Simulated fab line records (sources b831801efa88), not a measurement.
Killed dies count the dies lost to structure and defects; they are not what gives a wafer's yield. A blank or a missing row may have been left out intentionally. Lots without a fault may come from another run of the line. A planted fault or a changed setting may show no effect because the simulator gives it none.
Chamber matching    flow gf180mcu    cmp-01 running GF_V1_CMP_26: 4 sister chambers
The step polishes, stops on SiO2, t overpolish 15 s, target thk 0 nm. 8 wafers are shown with their chamber, then 7 later ones without.

WAFERS PAIRED WITH THEIR CHAMBERS
wafer   chamber  motorCurrentA (A)  platenRpm (rpm)
L802.4  0        10.9               60.04
L803.5  1        13.1               60.01
L803.6  2        11.0               60.02
L807.1  3        10.1               60.02
L807.2  2        11.0               59.99
L807.4  1        12.9               60.01
L808.2  3        10.3               60.02
L808.5  0        10.7               60.00

WAFERS WHOSE CHAMBER IS MISSING
wafer   motorCurrentA (A)  platenRpm (rpm)
L808.6  12.7               60.02
L823.3  11.6               59.96
L823.5  11.0               59.99
L823.6  11.5               59.98
L824.2  10.2               60.04
L824.3  13.4               59.96
L824.5  10.8               60.02

WHICH CHAMBER EACH WENT THROUGH
wafer   from the rows above      in truth
L808.6  1                        1
L823.3  can't be placed: 2 or 0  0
L823.5  can't be placed: 2 or 0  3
L823.6  can't be placed: 2 or 0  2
L824.2  3                        3
L824.3  1                        1
L824.5  can't be placed: 0 or 2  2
3 of 7 placed correctly. Cannot be placed on the basis of these rows: 4; the candidates contain the true chamber in 3. 0 placed wrongly.
How it was worked out, from the rows above alone: a wafer's distance from a chamber is the root of the sum, over the readings, of the square of ((its reading less the chamber's mean) divided by the reading's scatter). The wafer belongs to the nearest chamber; if the next one is less than 2 further off, it can't be placed. The mean given for a chamber averages the wafers shown for that chamber. The scatter is the square root of a quotient: the sum, over the shown wafers, of each reading's squared deviation from its chamber's mean, divided by wafers minus chambers.
